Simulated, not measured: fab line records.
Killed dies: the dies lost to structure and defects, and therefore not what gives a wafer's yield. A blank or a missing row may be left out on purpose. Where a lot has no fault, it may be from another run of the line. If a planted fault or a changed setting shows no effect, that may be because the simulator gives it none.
8D (eight disciplines) problem report, filled in by code || flow sky130 || the parts of the form that need people (team, actions taken, sign-off) are left out

== 1. THE ISSUE ==
Wafers free of any fault read 0.1268 ohm/sq (standard deviation 0.0016) for METAL2_ALCU_RS at SKY_METAL2_RS_MEAS_05, against a mean of 0.0637 ohm/sq on 2 wafers of 2 lots. Measured from the usual mean, that is -39 standard deviations.
The step: measures by four-point-probe.
First seen on wafer L462.3, day 38 10:11, on film metro-02. The record has a number at this step for 41 wafers belonging to 14 lots. By rule, "out" or "out of limits" means more than 4 standard deviations away from the usual mean. Any other wafer with a number is counted as sound.

== 2. WHAT THIS IS AND IS NOT ==
{"question": "which readings at this step", "is": "METAL2_ALCU_RS", "is not": "-"}
{"question": "which lots", "is": "L462, L463", "is not": "L449, L450, L451, L452, L454, L455, L456, L457, L458, L459, L470, L472"}
{"question": "which wafers of those lots", "is": "L462.3, L463.5", "is not": "L462.1, L462.2, L463.2"}
{"question": "read on which gauges", "is": "film metro-02, film metro-04", "is not": "film metro-01"}
{"question": "when", "is": "from day 38 10:11", "is not": "up to then (32 sound wafers); but 7 sound wafers of L463, L470, L472 came after"}

== 3. WHAT RULES OUT EACH SUSPECT ==
Counting: a tool at a process step up to the reading stays a suspect if it ran every lot that is out. Sound lots after the first of them don't rule it out here, since some wafers of a struck lot are sound.
- the gauge at SKY_METAL2_RS_MEAS_05: ruled out. Those wafers that are out were read across 2 gauges (film metro-02, film metro-04).
- pvd sputter-01 at SKY_VIA1_SPUTTER_20 (material TiN, target thk 20 nm, time 80 s): kept. Ran every lot that is out, first one L462 (day 38 09:25); last sound lot up to then L456 (day 36 07:00).
- pvd sputter-04 at SKY_METAL2_SPUTTER_02 (material AlCu, target thk 250 nm, time 13.3 s): kept. Ran every lot that is out, first one L462 (day 38 10:06); last sound lot up to then L459 (day 37 05:54).
Remaining after the count are pvd sputter-01 at SKY_VIA1_SPUTTER_20 and pvd sputter-04 at SKY_METAL2_SPUTTER_02.

== 4. THE CAUSE (what the simulator had put in) ==
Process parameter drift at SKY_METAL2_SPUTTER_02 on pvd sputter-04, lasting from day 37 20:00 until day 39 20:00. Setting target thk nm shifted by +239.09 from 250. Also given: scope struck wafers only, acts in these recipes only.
Counting left 2 suspects, and this tool is among them.

== 5. THE EFFECT CHAIN, in route order ==
One row per reading whose mean, taken over the struck wafers that have a number, lies over 3 standard deviations from the usual. Readings are gone through only where the record gives a usual standard deviation; hours: the median, over the lots, of the time from a lot's start at the first step in this table giving one to that lot's start at this step; sigmas: the change measured in usual standard deviations.
{"hours": 0, "step": "SKY_METAL2_RS_MEAS_05", "reading": "METAL2_ALCU_RS", "usual": "0.1268 ohm/sq", "on struck wafers": 0.0637, "change": -0.0631, "sigmas": -39}
{"hours": 0, "step": "SKY_METAL2_THK_MEAS_06", "reading": "METAL2_ALCU_THK", "usual": "250 nm", "on struck wafers": 490, "change": "+240", "sigmas": "+65"}
{"hours": 24, "step": "SKY_METAL2_METAL_ETCH_19", "reading": "oes product au", "usual": "0.855 a.u.", "on struck wafers": 0.998, "change": "+0.143", "sigmas": "+23"}
Process steps it contains:
- SKY_METAL2_METAL_ETCH_19: etches the open film in Cl2/BCl3, stops on SiO2, target depth 360 nm, time 78 s.

== 6. HOW IT WOULD HAVE BEEN CAUGHT EARLIER ==
14 hours passed between the start of the fault at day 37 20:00 and the first reading out of limits at a measuring or inspecting step in this record, taken at day 38 10:11.
Tool readings at SKY_METAL2_SPUTTER_02 with a usual standard deviation given in the record: none out on any struck wafer, hence no alarm at a limit of 4 standard deviations on them.
L463, from the lots that are out (2), started SKY_METAL2_SPUTTER_02 on pvd sputter-04 later than day 38 10:11. Had the tool been put on hold then, it would have been spared.
